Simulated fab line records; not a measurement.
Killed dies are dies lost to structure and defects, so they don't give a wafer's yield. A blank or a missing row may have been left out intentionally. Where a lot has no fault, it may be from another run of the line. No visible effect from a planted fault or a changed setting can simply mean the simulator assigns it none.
fab line records | flow gf180mcu
[record] lots = 12 wafers = 36 last_day = 34
route steps=602 shown STI@1 HV_LDD@222 PSD@258
lots that met no fault: taken from a fault-free run of the same line
start_h: hours from the record's opening day to when the first of the lot's shown wafers began | wait_h: hours elapsed since this lot's preceding step | " repeats the value in the row above | L1.1+2: several wafers, shown together as one row | - no value, or no start was given | * or withheld: withheld | < > ~ a bound
route shown NAME@n: NAME is a module with steps in the file, n the number in the route of the first one | usual: the fault-free wafers' mean and standard deviation | same: alike in all rows | chamber/n: place in a boat | sites: readings site by site | _std_site: standard deviation of those values | _edge_site: inner sites' mean taken away from outer sites' mean | radius_mm: how far each site lies from the wafer's centre | mask NAME#n: copy n | behind: the tool/chamber that last shaped the wafer | hold: reason for holding the lot/hours on hold/outcome of the hold | device: whichever transistor did not switch (one of n, p or np) | end of line: the tests these same wafers got at the end of their route | for a step that has no rows: nothing shown but its recipe | killed: dies lost to structure and defects at the first sort, not the wafer's yield | map: per-die view of a wafer (x killed, . not killed, _ where there is no die)
set.NAME: the setting as run; set.NAME@STEP: as run at that earlier step | model.NAME: the simulator's own value behind a step, which no gauge read
a sample of lots followed through the steps of the route, with each step as a table and each wafer as a row
services: from which hour (start_h, from the record's first day; less than 0 if before it) a tool's chamber was out of use, for how many hours, and why
[[steps]]
[step GF_STI_BOW_MEAS_00]
[recipe] mode = bow
[usual] INCOMING_BOW = 0/6.4
// columns lot.wafer tool chamber start_h wait_h INCOMING_BOW[um]
L858.1 film_metro-02 - 20.00 - -3
L858.4 " - " " 6
L858.6 " - " " 8
L860.1 film_metro-02 - 30.00 - -10
L860.2 " - " " -16
L860.3 " - " " 13
L861.1 film_metro-02 - 35.00 - 1
L861.2 " - " " -4
L861.3 " - " " -2
L862.1 film_metro-01 - 40.00 - -9
L862.2 " - " " 9
L862.6 " - " " 4
L863.1 film_metro-04 - 45.00 - 3
L863.3 " - " " 1
L863.4 " - " " -2
L866.1 film_metro-02 - 60.00 - -13
L866.3 " - " " -1
L866.4 " - " " 4
L867.1 film_metro-01 - 65.00 - 6
L867.5 " - " " 0
L867.6 " - " " 0
L868.1 film_metro-04 - 70.00 - 3
L868.5 " - " " 15
L868.6 " - " " -1
L869.1 film_metro-01 - 75.00 - -5
L869.3 " - " " -3
L869.5 " - " " -4
L870.2 film_metro-01 - 80.02 - -9
L870.3 " - " " 9
L870.4 " - " " -5
L872.1 film_metro-04 - 90.00 - 4
L872.2 " - " " -1
L872.5 " - " " 3
L879.2 film_metro-04 - 125.02 - -13
L879.4 " - " " 5
L879.6 " - " " 6
[step GF_STI_CVD_03]
[recipe] material = Si3N4 precursor = DCS/NH3 target_thk_nm = 207.16 temp_c = 770 time_s = 3551 pressure_mtorr = 250
[usual] spike_tc_upper_C = 770.1/1.3
// columns lot.wafer tool chamber start_h wait_h spike_tc_upper_C
L858.1 lpcvd-01 1 21.57 0.1 769.9
L858.4 " 1 " " 770.4
L858.6 " 1 " " 771.2
L860.1 lpcvd-02 1 32.43 0.1 770.8
L860.2 " 1 " " 768.8
L860.3 " 1 " " 771.1
L861.1 lpcvd-01 1 36.67 0.1 771.7
L861.2 " 1 " " 770.5
L861.3 " 1 " " 771.3
L862.1 lpcvd-01 1 41.57 0.1 768.6
L862.2 " 1 " " 770.6
L862.6 " 1 " " 770.2
L863.1 lpcvd-01 0 48.03 0.1 767.9
L863.3 " 0 " " 767.7
L863.4 " 0 " " 768.1
L866.1 lpcvd-01 1 61.57 0.1 770.5
L866.3 " 1 " " 770.1
L866.4 " 1 " " 770.5
L867.1 lpcvd-01 1 66.69 0.2 771.7
L867.5 " 1 " " 769.6
L867.6 " 1 " " 770.5
L868.1 lpcvd-02 1 72.59 0.1 771.2
L868.5 " 1 " " 772.6
L868.6 " 1 " " 770.6
L869.1 lpcvd-01 1 80.75 0.1 768.9
L869.3 " 1 " " 769.6
L869.5 " 1 " " 771.2
L870.2 lpcvd-02 0 83.23 0.0 768.3
L870.3 " 0 " " 771.5
L870.4 " 0 " " 769.6
L872.1 lpcvd-01 1 91.64 0.1 770.2
L872.2 " 1 " " 770.3
L872.5 " 1 " " 772.1
L879.2 lpcvd-02 0 126.57 0.0 771.8
L879.4 " 0 " " 770.6
L879.6 " 0 " " 770.1
[step GF_STI_THK_MEAS_04]
[recipe] reads = Si3N4_of_STI_CVD_03
[usual] STI_CVD_03_THK = 206.8/2.1
// columns lot.wafer tool chamber start_h wait_h STI_CVD_03_THK[nm]
L858.1 film_metro-04 - 23.56 0.0 207.0
L858.4 " - " " 206.9
L858.6 " - " " 205.7
L860.1 film_metro-01 - 34.41 0.0 205.4
L860.2 " - " " 204.9
L860.3 " - " " 205.9
L861.1 film_metro-04 - 38.65 0.0 207.3
L861.2 " - " " 205.1
L861.3 " - " " 208.0
L862.1 film_metro-04 - 43.56 0.0 207.2
L862.2 " - " " 206.0
L862.6 " - " " 205.8
L863.1 film_metro-04 - 50.02 0.0 205.0
L863.3 " - " " 207.8
L863.4 " - " " 206.9
L866.1 film_metro-01 - 63.56 0.0 204.1
L866.3 " - " " 202.6
L866.4 " - " " 202.5
L867.1 film_metro-01 - 68.68 0.0 205.1
L867.5 " - " " 205.2
L867.6 " - " " 204.7
L868.1 film_metro-02 - 74.58 0.0 210.1
L868.5 " - " " 209.5
L868.6 " - " " 207.0
L869.1 film_metro-04 - 82.74 0.0 145.2
L869.3 " - " " 146.5
L869.5 " - " " 146.7
L870.2 film_metro-01 - 85.23 0.0 203.7
L870.3 " - " " 202.8
L870.4 " - " " 202.2
L872.1 film_metro-02 - 93.63 0.0 144.1
L872.2 " - " " 143.2
L872.5 " - " " 145.0
L879.2 film_metro-02 - 128.57 0.0 210.0
L879.4 " - " " 208.0
L879.6 " - " " 208.3
[step GF_STI_ETCH_13]
[recipe] chemistry = CHF3/O2 stop_on = Si over_etch_frac = 0.3 target_depth_a = 2823.1 source_w = 600 bias_w = 200 pressure_mtorr = 40 chf3_flow_sccm = 50 O2_flow_sccm = 5 time_s = 112.9
[usual] drypump_motor_current_A = 6.0/0.53 oes_product_au = 0.832/0.0065 throttle_valve_pct = 8.811/0.0095
// columns lot.wafer tool chamber start_h wait_h drypump_motor_current_A oes_product_au rf_hours_counter_h throttle_valve_pct
L858.1 rie_diel-03 1 35.22 0.1 5.6 0.831 66 8.820
L858.4 " 0 " " 6.4 0.833 147 8.807
L858.6 " 0 " " 6.4 0.824 - 8.789
L860.1 rie_diel-04 3 46.97 0.1 5.5 0.821 116 8.810
L860.2 " 1 " " 5.1 0.830 6 8.807
L860.3 " 0 " " 5.8 0.834 18 8.825
L861.1 rie_diel-03 2 51.04 0.1 5.3 0.836 0 8.804
L861.2 " 1 " " 5.5 0.843 66 8.823
L861.3 " 3 " " 6.8 0.835 2 8.818
L862.1 rie_diel-01 3 55.79 0.1 6.3 0.834 52 8.812
L862.2 " 2 " " 6.4 0.824 161 8.807
L862.6 " 3 " " 6.3 0.831 - 8.820
L863.1 rie_diel-01 3 63.09 0.1 6.3 0.835 53 8.798
L863.3 " 0 " " 6.6 0.830 3 8.818
L863.4 " 3 " " 6.3 0.826 - 8.812
L866.1 rie_diel-04 1 77.12 0.1 5.1 0.831 7 8.804
L866.3 " 0 " " 5.8 0.828 19 8.823
L866.4 " 3 " " 5.5 0.828 117 8.817
L867.1 rie_diel-04 2 81.64 0.1 5.8 0.823 113 8.801
L867.5 " 2 " " 5.8 0.829 - 8.824
L867.6 " 3 " " 5.5 0.832 - 8.804
L868.1 rie_diel-04 2 87.84 0.1 5.8 0.840 113 8.819
L868.5 " 1 " " 5.1 0.829 - 8.811
L868.6 " 0 " " 5.8 0.843 - 8.815
L869.1 rie_diel-01 1 96.37 0.1 6.5 0.698 110 8.756
L869.3 " 3 " " 6.3 0.695 54 8.770
L869.5 " 2 " " 6.4 0.698 - 8.757
L870.2 rie_diel-03 1 98.97 0.1 5.6 0.824 67 8.806
L870.3 " 0 " " 6.4 0.821 149 8.811
L870.4 " 2 " " 5.3 0.822 1 8.804
L872.1 rie_diel-01 1 107.14 0.1 6.5 0.689 111 8.764
L872.2 " 3 " " 6.3 0.697 54 8.766
L872.5 " 0 " " 6.6 0.693 - 8.750
L879.2 rie_diel-03 1 143.87 0.1 5.6 0.841 69 8.817
L879.4 " 2 " " 5.3 0.841 3 8.813
L879.6 " 3 " " 6.8 0.837 - 8.817
[step GF_HV_LDD_CD_MEAS_46]
[recipe] target_cd_nm = 400
[usual] cd_nm = 399.3/2.2
// columns lot.wafer tool chamber start_h wait_h cd_nm
L858.1 cd_sem-01 - 285.85 0.1 401.9
L858.4 " - " " 401.6
L858.6 " - " " 400.9
L860.1 cd_sem-01 - 306.30 0.1 398.3
L860.2 " - " " 395.8
L860.3 " - " " 394.7
L861.1 cd_sem-01 - 314.82 0.1 400.4
L861.2 " - " " 402.3
L861.3 " - " " 400.7
L862.1 cd_sem-01 - 317.25 0.1 402.6
L862.2 " - " " 402.1
L862.6 " - " " 400.8
L863.1 cd_sem-02 - 326.65 0.1 401.3
L863.3 " - " " 401.9
L863.4 " - " " 400.1
L866.1 cd_sem-02 - 356.55 0.1 400.3
L866.3 " - " " 399.0
L866.4 " - " " 400.9
L867.1 cd_sem-02 - 367.87 0.1 400.9
L867.5 " - " " 400.7
L867.6 " - " " 399.5
L868.1 cd_sem-01 - 371.10 0.1 398.0
L868.5 " - " " 399.4
L868.6 " - " " 398.4
L869.1 cd_sem-02 - 385.32 0.1 395.2
L869.3 " - " " 395.6
L869.5 " - " " 395.5
L870.2 cd_sem-01 - 386.59 0.1 398.6
L870.3 " - " " 398.8
L870.4 " - " " 399.5
L872.1 cd_sem-02 - 406.92 0.1 400.4
L872.2 " - " " 401.6
L872.5 " - " " 400.2
L879.2 cd_sem-02 - 457.09 0.1 398.1
L879.4 " - " " 399.7
L879.6 " - " " 400.6
[step GF_PSD_STRIP_10]
[recipe] chemistry = O2/N2 power_w = 1400 pressure_mtorr = 1500 platen_temp_c = 250 o2_flow_sccm = 3000 n2_flow_sccm = 300 overash_fraction = 0.5
[usual] drypump_motor_current_A = 5.5/0.58 heater_power_w = 336/34 oes_product_au = 0.592/0.0047 strip_time_to_endpoint_s = 16.51/0.036
// columns lot.wafer tool chamber start_h wait_h drypump_motor_current_A heater_power_w oes_product_au rf_hours_counter_h strip_time_to_endpoint_s
L858.1 plasma_asher-03 1 334.26 0.1 6.1 324 0.598 20 16.49
L858.4 " 1 " " 6.1 328 0.596 - 16.50
L858.6 " 1 " " 6.1 323 0.599 - 16.54
L860.1 plasma_asher-02 0 354.72 0.1 6.1 299 0.593 69 16.49
L860.2 " 1 " " 5.5 390 0.582 69 16.49
L860.3 " 1 " " 5.5 386 0.589 - 16.49
L861.1 plasma_asher-03 1 360.85 0.1 6.1 332 0.588 23 16.50
L861.2 " 0 " " 4.7 341 0.592 23 16.50
L861.3 " 1 " " 6.1 340 0.592 - 16.54
L862.1 plasma_asher-03 0 364.10 0.1 4.7 336 0.590 23 16.53
L862.2 " 1 " " 6.1 333 0.591 23 16.49
L862.6 " 0 " " 4.7 336 0.590 - 16.54
L863.1 plasma_asher-02 0 374.45 0.1 6.1 306 0.596 71 16.56
L863.3 " 0 " " 6.1 303 0.597 - 16.55
L863.4 " 1 " " 5.5 398 0.585 - 16.52
L866.1 plasma_asher-02 0 405.32 0.1 6.1 307 0.594 74 16.54
L866.3 " 1 " " 5.5 391 0.588 - 16.52
L866.4 " 0 " " 6.1 308 0.592 - 16.48
L867.1 plasma_asher-02 1 417.52 0.1 5.5 385 0.596 75 16.58
L867.5 " 1 " " 5.5 392 0.591 - 16.54
L867.6 " 0 " " 6.1 301 0.597 - 16.57
L868.1 plasma_asher-03 1 420.60 0.1 6.1 332 0.592 29 16.51
L868.5 " 0 " " 4.7 330 0.594 - 16.53
L868.6 " 1 " " 6.1 338 0.587 - 16.53
L869.1 plasma_asher-04 0 434.65 0.1 4.7 274 0.595 63 16.54
L869.3 " 0 " " 4.8 271 0.587 - 16.57
L869.5 " 0 " " 4.8 270 0.591 - 16.56
L870.2 plasma_asher-02 0 437.90 0.1 6.1 308 0.583 77 16.49
L870.3 " 1 " " 5.5 388 0.585 - 16.51
L870.4 " 0 " " 6.1 296 0.595 - 16.49
L872.1 plasma_asher-04 0 457.25 0.1 4.7 283 0.597 65 16.55
L872.2 " 1 " " 5.3 366 0.592 65 16.57
L872.5 " 1 " " 5.3 347 0.587 - 16.50
L879.2 plasma_asher-02 1 508.32 0.1 5.5 391 0.581 85 16.50
L879.4 " 0 " " 6.1 306 0.584 - 16.51
L879.6 " 1 " " 5.5 403 0.599 - 16.50
[[services]]
// columns tool chamber start_h hours kind
lpcvd-01 - -2.40 0.7 repair
lpcvd-01 - 8.77 0.9 repair
rie_diel-03 - 24.07 0.9 repair
rie_diel-01 1 46.02 20.9 repair
rie_diel-01 - 67.43 14.6 pm
plasma_asher-02 - 70.64 2.8 pm
plasma_asher-03 - 88.46 1.3 repair
plasma_asher-03 - 108.75 9.0 pm
rie_diel-03 1 111.32 3.9 repair
lpcvd-01 - 157.92 1.1 repair
rie_diel-01 2 161.76 1.9 repair
plasma_asher-03 - 169.62 14.6 pm
rie_diel-04 - 171.50 2.0 repair
rie_diel-04 2 175.12 3.2 repair
rie_diel-01 3 181.15 57.9 repair
rie_diel-03 3 208.35 6.9 repair
rie_diel-01 0 220.05 1.4 repair
rie_diel-01 0 235.44 2.3 repair
rie_diel-04 3 259.48 2.8 repair
rie_diel-04 2 265.52 3.1 repair
plasma_asher-03 - 276.74 2.1 repair
rie_diel-04 0 278.32 7.7 repair
lpcvd-01 - 282.27 28.1 pm
lpcvd-01 - 427.91 14.6 pm
[[key]]
[first_sign] step = GF_STI_THK_MEAS_04 reading = STI_CVD_03_THK direction = down sigmas = 29 usual = 206.8 struck = 145.1
[effect] step = GF_STI_ETCH_13 reading = oes_product_au direction = down sigmas = 21 usual = 0.832 struck = 0.695
met_at GF_STI_CVD_03
struck_lots L869,L872
tester_left_out L869,L872
not_acting_at GF_STI_BOW_MEAS_00,GF_HV_LDD_CD_MEAS_46,GF_PSD_STRIP_10
onset_between 66.69 80.75
[fault] kind = process_parameter_drift tool = lpcvd-01 chamber = - onset_h = 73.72 steps = GF_STI_CVD_03 channel = target_thk_nm offset = -60.481 shape = step end_h = 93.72 acts_in = these_recipes_only stated = 207.16
// tester_left_out: of these lots the tester's yield and bins aren't shown, on N5 and GAA mostly nor the transistor test; their killed dies are dies lost to structure and defects alone, not to doping, threshold or leakage, so they don't give the yield
